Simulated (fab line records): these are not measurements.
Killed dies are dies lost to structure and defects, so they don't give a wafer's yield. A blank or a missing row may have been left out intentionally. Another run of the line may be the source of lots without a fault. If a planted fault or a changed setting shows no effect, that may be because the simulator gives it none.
fab line records    flow gf180mcu
record lots=13  wafers=39  last-day=34
route steps=602 shown NWELL@49 HV_LDD@211 NSD@243 SAB@274
lots that met no fault: taken from a fault-free run of the same line
start-h: the number of hours between the record's first day and the start of the first shown wafer of the lot    wait-h: hours elapsed since this lot's preceding step    " the same as in the row above    L1.1+2: several wafers, shown together as one row    - no value present, or no start provided    * or withheld: withheld    < > ~ a bound
route shown NAME@n: names a module that has steps shown in the file, with the first one's number in the route    usual: mean and standard deviation over wafers with no fault    same: alike in all rows    chamber/n: place in a boat    sites: per-site readings    _std_site: the standard deviation of these    _edge_site: inner sites' mean taken away from outer sites' mean    radius-mm: for every site, how far away it sits from the centre of the wafer    mask NAME#n: copy n    behind: the tool/chamber that last shaped the wafer    hold: the reason the lot was held/the length of the hold in hours/how it ended    device: names the non-switching transistor (n, p or np)    end of line: tests run on the same wafers once the route is complete    step lacking rows: just its recipe    killed: dies that structure and defects cost at the first sort, which is not the same as the wafer's yield    map: shows each die of a wafer: x if killed, . if not, _ if none is there
set.NAME: setting as actually run; set.NAME@STEP: the setting as run at that earlier step    model.NAME: the simulator's own value behind a step, which no gauge read
the route's steps for a sample of lots (tables are steps, rows are wafers)
services: when a tool's chamber went out of use (start-h, in hours from the record's first day, below 0 if earlier), for how many hours, and the reason
## steps
# step GF_NWELL_OVL_MEAS_07
# usual NWELL_OVL=0.2/1.6
lot.wafer  tool        chamber  start-h  wait-h  NWELL_OVL[nm]
L237.2     overlay-02  -        54.42    -       -1.6
L237.3     "           -        "        "       -0.3
L237.5     "           -        "        "       -0.8
L238.3     overlay-02  -        60.07    -       -0.9
L238.4     "           -        "        "       -1.2
L238.5     "           -        "        "       -1.6
L239.3     overlay-02  -        64.17    -       0.1
L239.4     "           -        "        "       -0.7
L239.6     "           -        "        "       0.4
L241.1     overlay-01  -        87.61    -       0.3
L241.2     "           -        "        "       1.0
L241.4     "           -        "        "       1.6
L243.1     overlay-01  -        89.61    -       3.7
L243.2     "           -        "        "       3.9
L243.6     "           -        "        "       3.8
L244.1     overlay-01  -        95.51    -       0.8
L244.2     "           -        "        "       0.8
L244.4     "           -        "        "       0.6
L245.1     overlay-02  -        102.56   -       2.7
L245.2     "           -        "        "       3.9
L245.4     "           -        "        "       2.6
L246.2     overlay-01  -        108.10   -       -0.8
L246.3     "           -        "        "       0.4
L246.4     "           -        "        "       -0.2
L247.2     overlay-01  -        109.71   -       -1.0
L247.5     "           -        "        "       -0.3
L247.6     "           -        "        "       -1.8
L254.2     overlay-01  -        147.51   -       2.4
L254.4     "           -        "        "       1.3
L254.6     "           -        "        "       0.6
L257.1     overlay-01  -        164.85   -       2.1
L257.4     "           -        "        "       2.4
L257.6     "           -        "        "       0.8
L258.1     overlay-01  -        168.05   -       -1.7
L258.3     "           -        "        "       -2.4
L258.6     "           -        "        "       -1.2
L260.1     overlay-01  -        178.76   -       0.6
L260.4     "           -        "        "       0.3
L260.6     "           -        "        "       0.6
# step GF_HV_LDD_IMPLANT_35
# recipe species=P  energy-kev=60  dose-cm2=7.5e+12  tilt-deg=30  rotation-deg=180
# usual beam-on-s=10.03/0.19  tilt-deg=29.999/0.02
lot.wafer  tool          chamber  start-h  wait-h  beam-on-s  tilt-deg
L237.2     implanter-03  0        246.69   0.1     9.74       29.983
L237.3     "             0        "        "       9.98       30.005
L237.5     "             0        "        "       9.90       30.009
L238.3     implanter-01  0        257.81   0.1     10.01      30.025
L238.4     "             0        "        "       10.13      30.008
L238.5     "             0        "        "       10.00      30.006
L239.3     implanter-01  0        260.51   0.1     10.18      29.982
L239.4     "             0        "        "       9.85       29.981
L239.6     "             0        "        "       9.97       29.998
L241.1     implanter-02  0        294.26   0.1     10.37      29.995
L241.2     "             0        "        "       10.03      30.021
L241.4     "             0        "        "       10.10      30.031
L243.1     implanter-01  0        305.06   0.1     9.89       29.965
L243.2     "             0        "        "       9.76       29.969
L243.6     "             0        "        "       10.34      29.997
L244.1     implanter-02  0        305.31   0.1     10.21      30.000
L244.2     "             0        "        "       10.20      30.008
L244.4     "             0        "        "       10.06      30.010
L244.1     implanter-02  0        305.62   0.3     10.03      29.974
L244.2     "             0        "        "       10.36      29.980
L244.4     "             0        "        "       9.89       30.026
L245.1     implanter-03  0        325.81   0.1     9.92       29.973
L245.2     "             0        "        "       9.86       29.989
L245.4     "             0        "        "       10.35      29.989
L246.2     implanter-02  0        335.68   0.1     9.86       29.993
L246.3     "             0        "        "       10.18      29.999
L246.4     "             0        "        "       10.08      29.998
L246.2     implanter-02  0        336.00   0.3     10.16      30.007
L246.3     "             0        "        "       9.85       29.996
L246.4     "             0        "        "       10.05      30.024
L247.2     implanter-01  0        343.78   0.1     9.74       29.986
L247.5     "             0        "        "       9.95       29.955
L247.6     "             0        "        "       10.44      29.968
L247.2     implanter-01  0        344.10   0.3     10.24      29.969
L247.5     "             0        "        "       10.20      29.994
L247.6     "             0        "        "       10.42      29.991
L254.2     implanter-02  0        387.69   0.1     9.88       29.978
L254.4     "             0        "        "       9.98       29.973
L254.6     "             0        "        "       10.28      29.996
L257.1     implanter-01  0        407.61   0.1     10.05      30.003
L257.4     "             0        "        "       10.09      29.971
L257.6     "             0        "        "       10.01      29.993
L258.1     implanter-01  0        410.16   0.1     10.23      30.024
L258.3     "             0        "        "       10.00      30.008
L258.6     "             0        "        "       10.19      30.013
L260.1     implanter-03  0        425.76   0.1     10.00      30.012
L260.4     "             0        "        "       9.82       30.005
L260.6     "             0        "        "       10.18      29.998
# step GF_HV_LDD_TW_MEAS_38
# usual HV_LDD_3_TW=1429/7.3
lot.wafer  tool           chamber  start-h  wait-h  HV_LDD_3_TW
L237.2     film-metro-01  -        247.07   0.1     1438
L237.3     "              -        "        "       1430
L237.5     "              -        "        "       1432
L238.3     film-metro-02  -        258.18   0.1     1425
L238.4     "              -        "        "       1419
L238.5     "              -        "        "       1420
L239.3     film-metro-01  -        260.88   0.1     1442
L239.4     "              -        "        "       1434
L239.6     "              -        "        "       1433
L241.1     film-metro-03  -        294.66   0.1     1436
L241.2     "              -        "        "       1439
L241.4     "              -        "        "       1435
L243.1     film-metro-01  -        305.46   0.1     1429
L243.2     "              -        "        "       1426
L243.6     "              -        "        "       1428
L244.1     film-metro-01  -        306.02   0.1     1533
L244.2     "              -        "        "       1537
L244.4     "              -        "        "       1543
L245.1     film-metro-02  -        326.21   0.1     1424
L245.2     "              -        "        "       1426
L245.4     "              -        "        "       1428
L246.2     film-metro-03  -        336.65   0.2     1534
L246.3     "              -        "        "       1541
L246.4     "              -        "        "       1534
L247.2     film-metro-02  -        344.58   0.2     1531
L247.5     "              -        "        "       1535
L247.6     "              -        "        "       1527
L254.2     film-metro-03  -        388.07   0.1     1440
L254.4     "              -        "        "       1440
L254.6     "              -        "        "       1432
L257.1     film-metro-01  -        408.01   0.1     1447
L257.4     "              -        "        "       1448
L257.6     "              -        "        "       1446
L258.1     film-metro-02  -        410.56   0.1     1422
L258.3     "              -        "        "       1420
L258.6     "              -        "        "       1420
L260.1     film-metro-02  -        426.16   0.1     1416
L260.4     "              -        "        "       1422
L260.6     "              -        "        "       1421
# step GF_HV_LDD_RS_MEAS_53
# recipe thk-meas-gauge=four-point-probe
# usual HV_LDD_RS=418.1/0.89
lot.wafer  tool           chamber  start-h  wait-h  HV_LDD_RS[ohm/sq]
L237.2     film-metro-03  -        265.11   0.1     417.9
L237.3     "              -        "        "       418.0
L237.5     "              -        "        "       417.6
L238.3     film-metro-03  -        276.88   0.1     418.7
L238.4     "              -        "        "       419.5
L238.5     "              -        "        "       419.8
L239.3     film-metro-01  -        279.73   0.1     418.7
L239.4     "              -        "        "       419.4
L239.6     "              -        "        "       418.1
L241.1     film-metro-02  -        315.29   0.1     416.5
L241.2     "              -        "        "       417.6
L241.4     "              -        "        "       416.4
L243.1     film-metro-01  -        326.23   0.1     420.3
L243.2     "              -        "        "       419.2
L243.6     "              -        "        "       420.1
L244.1     film-metro-02  -        326.44   0.1     398.9
L244.2     "              -        "        "       398.7
L244.4     "              -        "        "       399.0
L245.1     film-metro-01  -        347.69   0.1     418.7
L245.2     "              -        "        "       417.3
L245.4     "              -        "        "       418.4
L246.2     film-metro-03  -        358.32   0.1     399.9
L246.3     "              -        "        "       399.2
L246.4     "              -        "        "       400.0
L247.2     film-metro-01  -        366.42   0.1     399.2
L247.5     "              -        "        "       398.2
L247.6     "              -        "        "       397.8
L254.2     film-metro-03  -        411.00   0.1     417.9
L254.4     "              -        "        "       417.3
L254.6     "              -        "        "       418.4
L257.1     film-metro-02  -        432.78   0.1     416.4
L257.4     "              -        "        "       416.5
L257.6     "              -        "        "       416.4
L258.1     film-metro-01  -        435.49   0.1     417.5
L258.3     "              -        "        "       417.3
L258.6     "              -        "        "       419.0
L260.1     film-metro-02  -        451.43   0.1     416.7
L260.4     "              -        "        "       417.3
L260.6     "              -        "        "       418.1
# step GF_NSD_OVL_MEAS_08
# usual NSD_OVL=0.8/1.7
lot.wafer  tool        chamber  start-h  wait-h  NSD_OVL[nm]
L237.2     overlay-02  -        285.62   0.1     -1.3
L237.3     "           -        "        "       1.3
L237.5     "           -        "        "       0.0
L238.3     overlay-01  -        297.69   0.1     3.9
L238.4     "           -        "        "       4.0
L238.5     "           -        "        "       1.5
L239.3     overlay-01  -        300.74   0.1     -0.5
L239.4     "           -        "        "       0.8
L239.6     "           -        "        "       0.6
L241.1     overlay-02  -        338.07   0.1     1.0
L241.2     "           -        "        "       1.4
L241.4     "           -        "        "       0.7
L243.1     overlay-02  -        349.72   0.1     0.4
L243.2     "           -        "        "       -1.2
L243.6     "           -        "        "       0.4
L244.1     overlay-02  -        352.16   0.1     -2.2
L244.2     "           -        "        "       -3.8
L244.4     "           -        "        "       -1.1
L245.1     overlay-02  -        373.11   0.1     0.2
L245.2     "           -        "        "       -0.2
L245.4     "           -        "        "       -0.3
L246.2     overlay-02  -        383.38   0.1     1.4
L246.3     "           -        "        "       0.7
L246.4     "           -        "        "       1.6
L247.2     overlay-02  -        391.96   0.1     0.1
L247.5     "           -        "        "       -0.4
L247.6     "           -        "        "       0.4
L254.2     overlay-01  -        437.88   0.1     4.4
L254.4     "           -        "        "       4.5
L254.6     "           -        "        "       4.5
L257.1     overlay-01  -        459.27   0.1     4.0
L257.4     "           -        "        "       4.4
L257.6     "           -        "        "       4.0
L258.1     overlay-01  -        463.12   0.1     1.8
L258.3     "           -        "        "       1.2
L258.6     "           -        "        "       2.5
L260.1     overlay-02  -        478.62   0.1     0.5
L260.4     "           -        "        "       0.5
L260.6     "           -        "        "       0.3
# step GF_SAB_OVL_MEAS_10
# usual SAB_OVL=0.5/1.2
lot.wafer  tool        chamber  start-h  wait-h  SAB_OVL[nm]
L237.2     overlay-02  -        325.21   0.1     0.1
L237.3     "           -        "        "       -0.7
L237.5     "           -        "        "       0.1
L238.3     overlay-02  -        339.12   0.1     2.9
L238.4     "           -        "        "       2.0
L238.5     "           -        "        "       1.9
L239.3     overlay-02  -        343.57   0.1     1.0
L239.4     "           -        "        "       1.6
L239.6     "           -        "        "       1.4
L241.1     overlay-01  -        381.61   0.1     1.0
L241.2     "           -        "        "       1.6
L241.4     "           -        "        "       1.4
L243.1     overlay-02  -        395.32   0.1     0.2
L243.2     "           -        "        "       0.2
L243.6     "           -        "        "       -0.4
L244.1     overlay-01  -        397.82   0.1     1.6
L244.2     "           -        "        "       2.3
L244.4     "           -        "        "       2.5
L245.1     overlay-02  -        419.97   0.1     -0.6
L245.2     "           -        "        "       -1.4
L245.4     "           -        "        "       -0.9
L246.2     overlay-01  -        430.81   0.1     2.5
L246.3     "           -        "        "       2.1
L246.4     "           -        "        "       1.6
L247.2     overlay-01  -        440.91   0.1     1.6
L247.5     "           -        "        "       2.5
L247.6     "           -        "        "       1.3
L254.2     overlay-01  -        488.93   0.1     1.2
L254.4     "           -        "        "       0.6
L254.6     "           -        "        "       0.5
L257.1     overlay-01  -        508.61   0.1     0.3
L257.4     "           -        "        "       0.5
L257.6     "           -        "        "       0.1
L258.1     overlay-02  -        512.57   0.1     0.1
L258.3     "           -        "        "       -1.1
L258.6     "           -        "        "       -0.4
L260.1     overlay-01  -        527.92   0.1     0.5
L260.4     "           -        "        "       0.9
L260.6     "           -        "        "       2.6
## services
tool          chamber  start-h  hours  kind
implanter-01  -        229.12   2.0    repair
implanter-01  -        243.04   2.9    repair
implanter-02  -        267.11   4.7    pm
implanter-02  -        280.44   4.0    repair
implanter-01  -        283.70   4.0    repair
implanter-03  -        297.21   6.4    repair
implanter-02  -        305.88   3.8    pm
implanter-03  -        306.79   6.4    pm
implanter-03  -        353.65   5.9    repair
implanter-03  -        414.91   7.7    pm
## key
first-sign step=GF_HV_LDD_IMPLANT_35  reading=visit  direction=added
effect step=GF_HV_LDD_TW_MEAS_38  reading=HV_LDD_3_TW  direction=up  sigmas=14  usual=1429  struck=1535
effect step=GF_HV_LDD_RS_MEAS_53  reading=HV_LDD_RS  direction=down  sigmas=21  usual=418.1  struck=399.0
met-at GF_HV_LDD_IMPLANT_35
struck-lots L244,L246,L247
tester-left-out L244,L246,L247
not-acting-at GF_NWELL_OVL_MEAS_07,GF_NSD_OVL_MEAS_08,GF_SAB_OVL_MEAS_10
fault kind=repeated-step-whole  tool=implanter-01,implanter-02,implanter-03  chamber=-  onset-h=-  steps=GF_HV_LDD_IMPLANT_35  times=1  scope=struck-lots-only
# tester-left-out: of these lots the tester's yield and bins aren't shown, on N5 and GAA mostly nor the transistor test; their killed dies are dies lost to structure and defects alone, not to doping, threshold or leakage, so they don't give the yield
